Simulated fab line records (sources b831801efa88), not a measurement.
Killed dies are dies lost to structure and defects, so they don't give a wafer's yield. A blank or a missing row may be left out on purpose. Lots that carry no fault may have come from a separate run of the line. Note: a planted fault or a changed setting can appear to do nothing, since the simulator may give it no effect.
fab line records | flow sky130
[record] lots = 7 | wafers = 21 | lastDay = 49
route steps=708 shown LDD_HVP@286 LDD_LDN@289 PAD_OPEN@708
lots that met no fault: from a run of the same line without faults
startH: start of the lot's first displayed wafer, in hours after the record's first day | waitH: hours since the lot's step before | " identical to the entry in the row above | L1.1+2: one row covering several wafers at once | - no value, or no start given | * or withheld: withheld | < > ~ a bound
route shown NAME@n: NAME is a module with steps in the file, n the number in the route of the first one | usual: mean/standard deviation taken from wafers without a fault | same: alike in all rows | chamber/n: place in a boat | sites: per-site readings | _std_site: how widely they spread, as a standard deviation | _edge_site: the outer-site mean with the inner-site mean subtracted | radiusMm: how far each site lies from the wafer's centre | mask NAME#n: copy n | behind: the tool/chamber that last shaped the wafer | hold: reason for holding the lot/hours on hold/outcome of the hold | device: names the non-switching transistor (n, p or np) | end of line: tests run on the same wafers once the route is complete | a step without rows: its recipe alone | killed: dies lost to structure and defects at the first sort, not the wafer's yield | map: per-die view of a wafer (x killed, . not killed, _ where there is no die)
set.NAME: the setting that was run; set.NAME@STEP: the one run at that earlier step | model.NAME: the simulator's own value behind a step, which no gauge read
lots at selected steps of the route; one table per step, one row per wafer
services: from which hour (startH, from the record's first day; less than 0 if before it) a tool's chamber was out of use, for how many hours, and why
[[steps]]
[step SKY_LDD_HVP_IMPLANT_08]
[recipe] species = B | energyKev = 20 | doseCm2 = 1.7e+13 | tiltDeg = 17.9
[step SKY_LDD_HVP_STRIP_09]
[recipe] chemistry = O2/N2 | powerW = 1400 | pressureMtorr = 1500 | platenTempC = withheld | o2FlowSccm = 3000 | n2FlowSccm = 300 | overashFraction = 0.5
[usual] drypumpMotorCurrentA = 5.57/0.12 | oesProductAu = 0.409/0.0045 | stripTimeToEndpointS = 4.141/0.014
lot.wafer | tool           | chamber | startH | waitH | drypumpMotorCurrentA | oesProductAu | rfHoursCounterH | stripTimeToEndpointS
L607.1    | plasmaAsher-04 | 1       | 525.55 | 0.1   | 5.41                 | 0.406        | 41              | 4.132
L607.2    | "              | 0       | "      | "     | 5.69                 | 0.414        | 41              | 4.157
L607.5    | "              | 0       | "      | "     | 5.68                 | 0.402        | -               | 4.146
L609.2    | plasmaAsher-03 | 1       | 544.16 | 0.1   | 5.65                 | 0.402        | 12              | 4.107
L609.4    | "              | 1       | "      | "     | 5.65                 | 0.414        | -               | 4.145
L609.5    | "              | 1       | "      | "     | 5.65                 | 0.409        | -               | 4.143
L611.1    | plasmaAsher-02 | 1       | 556.62 | 0.1   | 5.61                 | 0.410        | 74              | 4.142
L611.3    | "              | 1       | "      | "     | 5.59                 | 0.413        | -               | 4.160
L611.5    | "              | 0       | "      | "     | 5.36                 | 0.411        | -               | 4.125
L613.1    | plasmaAsher-04 | 0       | 569.41 | 0.1   | 5.67                 | 0.412        | 45              | 4.163
L613.3    | "              | 0       | "      | "     | 5.69                 | 0.419        | -               | 4.151
L613.6    | "              | 0       | "      | "     | 5.69                 | 0.408        | -               | 4.151
L614.3    | plasmaAsher-03 | 0       | 577.19 | 0.1   | 5.65                 | 0.405        | -               | 4.157
L614.5    | "              | 1       | "      | "     | 5.67                 | 0.417        | -               | 4.145
L614.6    | "              | 0       | "      | "     | 5.64                 | 0.410        | -               | 4.159
L615.1    | plasmaAsher-03 | 1       | 588.66 | 0.1   | 5.68                 | 0.406        | 16              | 4.134
L615.2    | "              | 0       | "      | "     | 5.64                 | 0.416        | 16              | 4.144
L615.6    | "              | 0       | "      | "     | 5.60                 | 0.408        | -               | 4.147
L622.1    | plasmaAsher-02 | 1       | 645.57 | 0.1   | 5.60                 | 0.411        | 83              | 4.127
L622.5    | "              | 0       | "      | "     | 5.35                 | 0.406        | -               | 4.119
L622.6    | "              | 1       | "      | "     | 5.59                 | 0.408        | -               | 4.120
[step SKY_LDD_HVP_TW_MEAS_10]
[usual] LDD_HVP_TW = 460/4
lot.wafer | tool         | chamber | startH | waitH | LDD_HVP_TW
L607.1    | filmMetro-01 | -       | 525.65 | 0.1   | 463
L607.2    | "            | -       | "      | "     | 465
L607.5    | "            | -       | "      | "     | 466
L609.2    | filmMetro-04 | -       | 544.27 | 0.1   | 457
L609.4    | "            | -       | "      | "     | 458
L609.5    | "            | -       | "      | "     | 456
L611.1    | filmMetro-01 | -       | 556.72 | 0.1   | 463
L611.3    | "            | -       | "      | "     | 463
L611.5    | "            | -       | "      | "     | 464
L613.1    | filmMetro-01 | -       | 569.51 | 0.1   | 463
L613.3    | "            | -       | "      | "     | 463
L613.6    | "            | -       | "      | "     | 465
L614.3    | filmMetro-03 | -       | 577.28 | 0.1   | 451
L614.5    | "            | -       | "      | "     | 452
L614.6    | "            | -       | "      | "     | 449
L615.1    | filmMetro-04 | -       | 588.76 | 0.1   | 462
L615.2    | "            | -       | "      | "     | 461
L615.6    | "            | -       | "      | "     | 461
L622.1    | filmMetro-04 | -       | 645.67 | 0.1   | 459
L622.5    | "            | -       | "      | "     | 460
L622.6    | "            | -       | "      | "     | 458
[step SKY_LDD_LDN_DEHYDRATE_00]
[recipe] tempC = 200 | timeS = 60
[step SKY_LDD_LDN_HMDS_01]
[recipe] primeTimeS = 60 | primeTempC = 120
[step SKY_LDD_LDN_COAT_02]
[recipe] resist = NOVOLAK | spinRpm = 3000 | resistThkNm = 1140
[step SKY_LDD_LDN_SOFTBAKE_03]
[recipe] tempC = 90 | timeS = 60 | resist = NOVOLAK
[step SKY_LDD_LDN_EXPOSE_04]
[recipe] maskId = LDNTM | na = 0.6 | sourceShape = conventional | sigmaOuter = 0.6 | polarization = unpolarized | targetCdNm = 700 | doseMj = 140
[step SKY_LDD_LDN_PEB_05]
[recipe] tempC = withheld | timeS = * | resist = NOVOLAK
[step SKY_LDD_LDN_DEVELOP_06]
[recipe] resist = NOVOLAK | developer = TMAH | developTimeS = 60 | devTempC = 23
[step SKY_LDD_LDN_OVL_MEAS_07]
[usual] LDD_LDN_OVL = -0.9/1.3
lot.wafer | tool       | chamber | startH | waitH | LDD_LDN_OVL[nm]
L607.1    | overlay-02 | -       | 556.07 | 0.1   | -0.3
L607.2    | "          | -       | "      | "     | -0.8
L607.5    | "          | -       | "      | "     | -1.5
L609.2    | overlay-01 | -       | 573.95 | 0.1   | 0.4
L609.4    | "          | -       | "      | "     | -2.0
L609.5    | "          | -       | "      | "     | -0.4
L611.1    | overlay-02 | -       | 585.47 | 0.1   | -1.2
L611.3    | "          | -       | "      | "     | -0.8
L611.5    | "          | -       | "      | "     | -2.8
L613.1    | overlay-01 | -       | 598.29 | 0.1   | -1.1
L613.3    | "          | -       | "      | "     | -2.0
L613.6    | "          | -       | "      | "     | -1.0
L614.3    | overlay-02 | -       | 606.34 | 0.1   | -1.3
L614.5    | "          | -       | "      | "     | -0.4
L614.6    | "          | -       | "      | "     | -1.2
L615.1    | overlay-01 | -       | 617.64 | 0.1   | -1.3
L615.2    | "          | -       | "      | "     | -2.1
L615.6    | "          | -       | "      | "     | -2.0
L622.1    | overlay-02 | -       | 674.67 | 0.1   | 1.0
L622.5    | "          | -       | "      | "     | -0.1
L622.6    | "          | -       | "      | "     | -0.3
[step SKY_LDD_LDN_IMPLANT_08]
[recipe] species = As | energyKev = 15 | doseCm2 = 1.25e+13 | tiltDeg = withheld | rotationDeg = 23
[step SKY_LDD_LDN_IMPLANT_09]
[recipe] species = As | energyKev = 15 | doseCm2 = 1.25e+13 | tiltDeg = withheld | rotationDeg = 113
[usual] rotationDeg = 113.00/0.024
lot.wafer | tool         | chamber | startH | waitH | rotationDeg
L607.1    | implanter-02 | 0       | 556.26 | 0.1   | 112.99
L607.2    | "            | 0       | "      | "     | 113.01
L607.5    | "            | 0       | "      | "     | 112.98
L609.2    | implanter-03 | 0       | 574.15 | 0.1   | 113.00
L609.4    | "            | 0       | "      | "     | 112.99
L609.5    | "            | 0       | "      | "     | 112.97
L611.1    | implanter-02 | 0       | 585.65 | 0.1   | 113.02
L611.3    | "            | 0       | "      | "     | 112.99
L611.5    | "            | 0       | "      | "     | 113.00
L613.1    | implanter-02 | 0       | 598.48 | 0.1   | 113.01
L613.3    | "            | 0       | "      | "     | 112.99
L613.6    | "            | 0       | "      | "     | 112.98
L613.1    | implanter-02 | 0       | 598.79 | 0.3   | 113.05
L613.3    | "            | 0       | "      | "     | 112.99
L613.6    | "            | 0       | "      | "     | 113.00
L614.3    | implanter-04 | 0       | 606.56 | 0.1   | 113.01
L614.5    | "            | 0       | "      | "     | 113.03
L614.6    | "            | 0       | "      | "     | 113.03
L615.1    | implanter-04 | 0       | 617.83 | 0.1   | 112.99
L615.2    | "            | 0       | "      | "     | 112.99
L615.6    | "            | 0       | "      | "     | 113.01
L615.1    | implanter-04 | 0       | 618.14 | 0.3   | 113.03
L615.2    | "            | 0       | "      | "     | 112.99
L615.6    | "            | 0       | "      | "     | 113.00
L622.1    | implanter-02 | 0       | 674.86 | 0.1   | 112.99
L622.5    | "            | 0       | "      | "     | 113.03
L622.6    | "            | 0       | "      | "     | 112.96
L622.1    | implanter-02 | 0       | 675.18 | 0.3   | 113.00
L622.5    | "            | 0       | "      | "     | 113.01
L622.6    | "            | 0       | "      | "     | 113.00
[step SKY_LDD_LDN_IMPLANT_10]
[recipe] species = As | energyKev = 15 | doseCm2 = 1.25e+13 | tiltDeg = withheld | rotationDeg = 203
[step SKY_LDD_LDN_IMPLANT_11]
[recipe] species = As | energyKev = 15 | doseCm2 = 1.25e+13 | tiltDeg = withheld | rotationDeg = 293
[step SKY_LDD_LDN_STRIP_12]
[recipe] chemistry = O2/N2 | powerW = 1400 | pressureMtorr = 1500 | platenTempC = withheld | o2FlowSccm = 3000 | n2FlowSccm = 300 | overashFraction = 0.5
[usual] drypumpMotorCurrentA = 5.58/0.21 | oesProductAu = 0.716/0.0041 | stripTimeToEndpointS = 14.19/0.036
lot.wafer | tool           | chamber | startH | waitH | drypumpMotorCurrentA | oesProductAu | rfHoursCounterH | stripTimeToEndpointS
L607.1    | plasmaAsher-04 | 0       | 556.71 | 0.1   | 5.68                 | 0.720        | 44              | 14.19
L607.2    | "              | 1       | "      | "     | 5.42                 | 0.716        | 44              | 14.21
L607.5    | "              | 0       | "      | "     | 5.66                 | 0.719        | -               | 14.19
L609.2    | plasmaAsher-01 | 0       | 574.58 | 0.1   | 5.44                 | 0.721        | 91              | 14.25
L609.4    | "              | 1       | "      | "     | 5.95                 | 0.707        | -               | 14.24
L609.5    | "              | 0       | "      | "     | 5.46                 | 0.715        | -               | 14.27
L611.1    | plasmaAsher-04 | 0       | 586.10 | 0.1   | 5.66                 | 0.704        | 47              | 14.18
L611.3    | "              | 1       | "      | "     | 5.43                 | 0.719        | -               | 14.21
L611.5    | "              | 0       | "      | "     | 5.67                 | 0.721        | -               | 14.14
L613.1    | plasmaAsher-04 | 0       | 599.24 | 0.1   | 5.67                 | 0.717        | 48              | 14.10
L613.3    | "              | 0       | "      | "     | 5.68                 | 0.713        | -               | 14.18
L613.6    | "              | 0       | "      | "     | 5.67                 | 0.717        | -               | 14.16
L614.3    | plasmaAsher-01 | 0       | 606.99 | 0.1   | 5.46                 | 0.714        | -               | 14.23
L614.5    | "              | 0       | "      | "     | 5.46                 | 0.716        | -               | 14.24
L614.6    | "              | 1       | "      | "     | 5.96                 | 0.715        | -               | 14.25
L615.1    | plasmaAsher-01 | 1       | 618.59 | 0.1   | 5.98                 | 0.718        | 95              | 14.19
L615.2    | "              | 0       | "      | "     | 5.45                 | 0.719        | 95              | 14.16
L615.6    | "              | 0       | "      | "     | 5.45                 | 0.718        | -               | 14.20
L622.1    | plasmaAsher-02 | 1       | 675.63 | 0.1   | 5.59                 | 0.711        | 86              | 14.22
L622.5    | "              | 1       | "      | "     | 5.59                 | 0.716        | -               | 14.21
L622.6    | "              | 0       | "      | "     | 5.33                 | 0.716        | -               | 14.19
[step SKY_LDD_LDN_TW_MEAS_13]
[usual] LDD_LDN_TW = 1478/17
lot.wafer | tool         | chamber | startH | waitH | LDD_LDN_TW
L607.1    | filmMetro-02 | -       | 556.81 | 0.1   | 1465
L607.2    | "            | -       | "      | "     | 1470
L607.5    | "            | -       | "      | "     | 1457
L609.2    | filmMetro-02 | -       | 574.69 | 0.1   | 1459
L609.4    | "            | -       | "      | "     | 1453
L609.5    | "            | -       | "      | "     | 1464
L611.1    | filmMetro-01 | -       | 586.20 | 0.1   | 1502
L611.3    | "            | -       | "      | "     | 1502
L611.5    | "            | -       | "      | "     | 1508
L613.1    | filmMetro-02 | -       | 599.34 | 0.1   | 1566
L613.3    | "            | -       | "      | "     | 1556
L613.6    | "            | -       | "      | "     | 1562
L614.3    | filmMetro-02 | -       | 607.08 | 0.1   | 1471
L614.5    | "            | -       | "      | "     | 1473
L614.6    | "            | -       | "      | "     | 1477
L615.1    | filmMetro-03 | -       | 618.69 | 0.1   | 1571
L615.2    | "            | -       | "      | "     | 1559
L615.6    | "            | -       | "      | "     | 1559
L622.1    | filmMetro-03 | -       | 675.76 | 0.1   | 1568
L622.5    | "            | -       | "      | "     | 1566
L622.6    | "            | -       | "      | "     | 1569
[step SKY_LDD_LDN_CLEAN_14]
[recipe] chemistry = SC1/SC2 | mix = 1:4:20 | tempC = 70 | timeS = 150 | dry = n2Spin
[step SKY_PAD_OPEN_PROBE_99]
[usual] killed_at_M0_to_M3 = 43/6.5 | killed_at_M4_up = 3.2/1.8 | killedAtContacts = 26/5.2 | killedAtFrontEnd = 16/4.8 | killedAtOther = 0.3/0.6 | killedDies = 89/9.6 | killedOpen = 48/7.1 | killedShort = 40/6.4
[same] grossDies = 492 | killedAtBackSide = 0
lot.wafer | tool      | chamber | startH  | waitH | killed_at_M0_to_M3 | killed_at_M4_up | killedAtContacts | killedAtFrontEnd | killedAtOther | killedDies | killedOpen | killedShort | model.etest.tipSonos.rsOhmSq
L607.1    | prober-02 | -       | 1096.48 | 0.1   | 41                 | 6               | 24               | 13               | 0             | 84         | 42         | 42          | 2661
L607.2    | prober-02 | -       | 1096.53 | 0.1   | 43                 | 2               | 26               | 17               | 0             | 88         | 48         | 39          | 2650
L607.5    | prober-02 | -       | 1096.68 | 0.2   | 35                 | 3               | 20               | 23               | 0             | 81         | 48         | 33          | 2622
L609.2    | prober-02 | -       | 1109.20 | 0.1   | 42                 | 2               | 23               | 17               | 0             | 84         | 56         | 27          | 2694
L609.4    | prober-02 | -       | 1109.30 | 0.2   | 38                 | 5               | 29               | 13               | 1             | 86         | 52         | 33          | 2662
L609.5    | prober-02 | -       | 1109.35 | 0.2   | 38                 | 1               | 29               | 18               | 0             | 86         | 50         | 35          | 2619
L611.1    | prober-02 | -       | 1117.49 | 0.1   | 44                 | 4               | 24               | 17               | 0             | 89         | 47         | 42          | 2613
L611.3    | prober-02 | -       | 1117.59 | 0.2   | 37                 | 3               | 26               | 18               | 0             | 84         | 49         | 35          | 2552
L611.5    | prober-02 | -       | 1117.69 | 0.2   | 45                 | 1               | 24               | 19               | 0             | 89         | 48         | 40          | 2603
L613.1    | prober-02 | -       | 1126.56 | 0.1   | 36                 | 3               | 23               | 7                | 2             | 71         | 35         | 34          | 2376
L613.3    | prober-02 | -       | 1126.66 | 0.2   | 38                 | 6               | 26               | 21               | 0             | 91         | 43         | 48          | 2373
L613.6    | prober-02 | -       | 1126.81 | 0.2   | 49                 | 2               | 20               | 11               | 3             | 85         | 43         | 40          | 2370
L614.3    | prober-01 | -       | 1134.54 | 0.2   | 45                 | 10              | 21               | 15               | 0             | 91         | 53         | 38          | 2686
L614.5    | prober-01 | -       | 1134.64 | 0.2   | 49                 | 4               | 18               | 12               | 1             | 84         | 47         | 37          | 2629
L614.6    | prober-01 | -       | 1134.69 | 0.2   | 30                 | 3               | 26               | 18               | 1             | 78         | 41         | 37          | 2664
L615.1    | prober-02 | -       | 1138.91 | 0.1   | 37                 | 4               | 28               | 19               | 1             | 89         | 51         | 38          | 2257
L615.2    | prober-02 | -       | 1138.96 | 0.1   | 43                 | 2               | 33               | 22               | 0             | 100        | 55         | 44          | 2280
L615.6    | prober-02 | -       | 1139.16 | 0.2   | 47                 | 7               | 28               | 16               | 0             | 98         | 52         | 46          | 2295
L622.1    | prober-01 | -       | 1174.75 | 0.1   | 43                 | 0               | 27               | 8                | 1             | 79         | 36         | 42          | 2303
L622.5    | prober-01 | -       | 1174.95 | 0.2   | 41                 | 2               | 27               | 17               | 0             | 87         | 48         | 39          | 2295
L622.6    | prober-01 | -       | 1175.00 | 0.2   | 36                 | 3               | 37               | 15               | 0             | 91         | 42         | 49          | 2293
// killed by level:class
L607.1 CONTACT:geometricParticle:open=11 METAL2:geometricParticle:short=9 METAL1:geometricParticle:short=8 VIA3:geometricParticle:open=7 METAL4:geometricParticle:short=6 VIA1:geometricParticle:open=6 LI_CONTACT:geometricParticle:open=5 VIA2:geometricParticle:open=5
L607.2 VIA1:geometricParticle:open=16 CONTACT:geometricParticle:open=9 VIA2:geometricParticle:open=8 CONTACT:geometricParticle:short=8 FIELD_ISO:geometricParticle:short=5 FIELD_ISO:geometricParticle:open=5 METAL1:geometricParticle:short=5 POLY_GATE:geometricParticle:short=4
L607.5 VIA1:geometricParticle:open=11 CONTACT:geometricParticle:open=9 FIELD_ISO:geometricParticle:open=7 POLY_GATE:geometricParticle:short=7 LI_CONTACT:geometricParticle:open=6 METAL1:geometricParticle:short=5 VIA2:geometricParticle:open=5 VIA2:geometricParticle:short=4
L609.2 CONTACT:geometricParticle:open=10 VIA1:geometricParticle:open=10 VIA3:geometricParticle:open=10 LI_CONTACT:geometricParticle:open=9 FIELD_ISO:geometricParticle:short=5 VIA3:geometricParticle:short=5 VIA2:geometricParticle:open=5 SPACER:geometricParticle:open=3
L609.4 CONTACT:geometricParticle:open=15 VIA1:geometricParticle:open=13 LI_CONTACT:geometricParticle:open=8 METAL1:geometricParticle:short=6 POLY_GATE:geometricParticle:short=4 LI_CONTACT:geometricParticle:short=4 VIA1:geometricParticle:short=4 METAL4:geometricParticle:short=4
L609.5 CONTACT:geometricParticle:open=13 VIA1:geometricParticle:open=12 METAL1:geometricParticle:short=6 CONTACT:geometricParticle:short=6 VIA3:geometricParticle:open=6 LOCAL_INTERCONNECT:geometricParticle:short=5 FIELD_ISO:geometricParticle:open=4 SPACER:geometricParticle:open=3
L611.1 VIA1:geometricParticle:open=11 CONTACT:geometricParticle:open=8 VIA2:geometricParticle:open=7 CONTACT:geometricParticle:short=6 FIELD_ISO:geometricParticle:short=5 VIA3:geometricParticle:short=5 VIA3:geometricParticle:open=5 LI_CONTACT:geometricParticle:open=4
L611.3 CONTACT:geometricParticle:open=10 VIA1:geometricParticle:open=7 LI_CONTACT:geometricParticle:open=6 VIA3:geometricParticle:open=6 VIA2:geometricParticle:open=6 METAL1:geometricParticle:short=5 FIELD_ISO:geometricParticle:open=4 VIA1:geometricParticle:short=3
L611.5 VIA1:geometricParticle:open=18 LI_CONTACT:geometricParticle:open=9 CONTACT:geometricParticle:open=6 POLY_GATE:geometricParticle:short=5 VIA3:geometricParticle:short=5 VIA1:geometricParticle:short=5 METAL2:geometricParticle:short=4 METAL1:geometricParticle:short=4
L613.1 LI_CONTACT:geometricParticle:open=8 VIA2:geometricParticle:open=7 LOCAL_INTERCONNECT:geometricParticle:short=6 CONTACT:geometricParticle:open=6 VIA3:geometricParticle:open=5 METAL1:geometricParticle:short=4 VIA1:geometricParticle:open=4 METAL2:geometricParticle:short=4
L613.3 LI_CONTACT:geometricParticle:open=8 FIELD_ISO:geometricParticle:short=7 CONTACT:geometricParticle:short=7 VIA1:geometricParticle:short=7 VIA1:geometricParticle:open=7 CONTACT:geometricParticle:open=6 VIA2:geometricParticle:short=6 VIA3:geometricParticle:open=5
L613.6 VIA1:geometricParticle:open=13 METAL1:geometricParticle:short=10 LI_CONTACT:geometricParticle:open=9 CONTACT:geometricParticle:short=7 VIA3:geometricParticle:open=6 VIA2:geometricParticle:open=5 POLY_GATE:geometricParticle:short=4 FIELD_ISO:geometricParticle:open=3
L614.3 VIA2:geometricParticle:open=12 VIA1:geometricParticle:open=10 METAL4:geometricParticle:short=7 LI_CONTACT:geometricParticle:open=5 LOCAL_INTERCONNECT:geometricParticle:short=5 CONTACT:geometricParticle:open=5 FIELD_ISO:geometricParticle:open=4 POLY_GATE:geometricParticle:short=4
L614.5 CONTACT:geometricParticle:open=10 VIA1:geometricParticle:open=9 VIA3:geometricParticle:open=7 VIA3:geometricParticle:short=6 METAL2:geometricParticle:short=5 METAL1:geometricParticle:short=5 VIA1:geometricParticle:short=5 LI_CONTACT:geometricParticle:open=4
L614.6 CONTACT:geometricParticle:open=8 LI_CONTACT:geometricParticle:open=7 VIA2:geometricParticle:open=7 POLY_GATE:geometricParticle:open=5 CONTACT:geometricParticle:short=5 METAL1:geometricParticle:short=4 LI_CONTACT:geometricParticle:short=4 VIA1:geometricParticle:open=4
L615.1 VIA1:geometricParticle:open=12 CONTACT:geometricParticle:open=11 FIELD_ISO:geometricParticle:short=8 VIA3:geometricParticle:open=6 FIELD_ISO:geometricParticle:open=5 LI_CONTACT:geometricParticle:open=5 LI_CONTACT:geometricParticle:short=4 LOCAL_INTERCONNECT:geometricParticle:short=4
L615.2 CONTACT:geometricParticle:open=14 VIA1:geometricParticle:open=10 METAL2:geometricParticle:short=10 CONTACT:geometricParticle:short=8 FIELD_ISO:geometricParticle:open=7 LI_CONTACT:geometricParticle:open=6 POLY_GATE:geometricParticle:open=5 VIA1:geometricParticle:short=5
L615.6 LI_CONTACT:geometricParticle:open=11 VIA1:geometricParticle:open=9 FIELD_ISO:geometricParticle:short=7 CONTACT:geometricParticle:short=7 METAL4:geometricParticle:short=7 VIA3:geometricParticle:open=7 METAL1:geometricParticle:short=6 FIELD_ISO:geometricParticle:open=5
L622.1 CONTACT:geometricParticle:open=9 LI_CONTACT:geometricParticle:open=7 VIA1:geometricParticle:short=7 METAL2:geometricParticle:short=6 CONTACT:geometricParticle:short=5 METAL1:geometricParticle:short=5 METAL3:geometricParticle:short=5 VIA3:geometricParticle:open=5
L622.5 VIA1:geometricParticle:open=14 CONTACT:geometricParticle:open=9 LI_CONTACT:geometricParticle:open=9 POLY_GATE:geometricParticle:short=8 METAL1:geometricParticle:short=8 METAL2:geometricParticle:short=5 LOCAL_INTERCONNECT:geometricParticle:short=5 POLY_CUT:geometricParticle:short=4
L622.6 VIA1:geometricParticle:open=10 LI_CONTACT:geometricParticle:open=9 CONTACT:geometricParticle:open=8 POLY_GATE:geometricParticle:short=7 LI_CONTACT:geometricParticle:short=6 CONTACT:geometricParticle:short=6 FIELD_ISO:geometricParticle:open=5 LOCAL_INTERCONNECT:geometricParticle:short=5
[[services]]
tool           | chamber | startH | hours | kind
plasmaAsher-04 | -       | 507.72 | 1.7   | repair
implanter-02   | -       | 518.29 | 2.3   | pm
implanter-02   | -       | 525.32 | 2.0   | repair
implanter-04   | -       | 536.65 | 9.3   | repair
plasmaAsher-04 | -       | 540.73 | 5.8   | repair
implanter-02   | -       | 550.36 | 1.5   | repair
implanter-02   | -       | 581.85 | 2.2   | repair
implanter-02   | -       | 586.64 | 0.6   | repair
plasmaAsher-02 | -       | 602.70 | 2.5   | repair
implanter-03   | -       | 626.55 | 3.4   | pm
plasmaAsher-01 | -       | 631.76 | 2.6   | repair
plasmaAsher-04 | -       | 652.06 | 2.8   | pm
implanter-02   | -       | 655.00 | 2.4   | repair
plasmaAsher-03 | -       | 659.67 | 0.4   | repair
implanter-04   | -       | 666.75 | 2.7   | repair
plasmaAsher-01 | -       | 675.36 | 2.1   | repair
[[key]]
[firstSign] step = SKY_LDD_LDN_IMPLANT_09 | reading = visit | direction = added
[effect] step = SKY_LDD_LDN_TW_MEAS_13 | reading = LDD_LDN_TW | direction = up | sigmas = 5.2 | usual = 1478 | struck = 1564
[modelEffect] step = SKY_PAD_OPEN_PROBE_99 | value = etest.tipSonos.rsOhmSq | without = 2625 | struck = 2316
metAt SKY_LDD_LDN_IMPLANT_09
struckWafers L613.1,L613.3,L613.6,L615.1,L615.2,L615.6,L622.1,L622.5,L622.6
testerLeftOut L613,L615,L622
[fault] kind = repeatedStepWhole | tool = implanter-02,implanter-03,implanter-04 | chamber = - | onsetH = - | steps = SKY_LDD_LDN_IMPLANT_09 | times = 1 | scope = struckLotsOnly
// testerLeftOut: of these lots the tester's yield and bins aren't shown, on N5 and GAA mostly nor the transistor test; their killed dies are dies lost to structure and defects alone, not to doping, threshold or leakage, so they don't give the yield
